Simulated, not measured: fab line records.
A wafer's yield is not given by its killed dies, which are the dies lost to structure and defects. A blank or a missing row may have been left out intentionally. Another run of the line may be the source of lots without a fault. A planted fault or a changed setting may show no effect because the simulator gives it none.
Matching of chambers -- flow gf180mcu -- pecvd-02 running GF_V3_CVD_02: 3 sister chambers
The step deposits SiO2 from TEOS, target thk 850 nm, time 94.851 s. 3 wafers are shown with their chamber, then 8 later ones without.

== EACH WAFER AND ITS CHAMBER ==
wafer,chamber,heater-power-w (W)
L090.1,1,555
L090.3,0,705
L093.1,2,705

== WAFERS MISSING THEIR CHAMBER ==
wafer,heater-power-w (W)
L093.5,586
L093.6,571
L095.1,673
L095.3,502
L095.6,553
L096.1,526
L096.3,712
L096.6,575

== EACH ONE'S CHAMBER ==
wafer,from the rows above,in truth
L093.5,1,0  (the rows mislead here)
L093.6,1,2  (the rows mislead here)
L095.1,can't be placed: 0 or 2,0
L095.3,1,1
L095.6,1,1
L096.1,1,1
L096.3,can't be placed: 0 or 2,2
L096.6,1,1
Placed correctly: 4 of 8. Not placeable from these rows: 2 (in 2, the candidates include the true chamber). Number placed wrongly: 2.
How it was worked out, from the rows above alone: a wafer's distance from a chamber is the root of the sum, over the readings, of the square of ((its reading less the chamber's mean) divided by the reading's scatter). If the next closest chamber is less than 2 further off than the closest, the wafer can't be placed; otherwise it belongs to the closest. For every chamber, the mean is computed from those of its wafers that are shown. The scatter: root of mean squared gap, hidden wafer to nearest shown wafer, with one shown wafer a chamber.
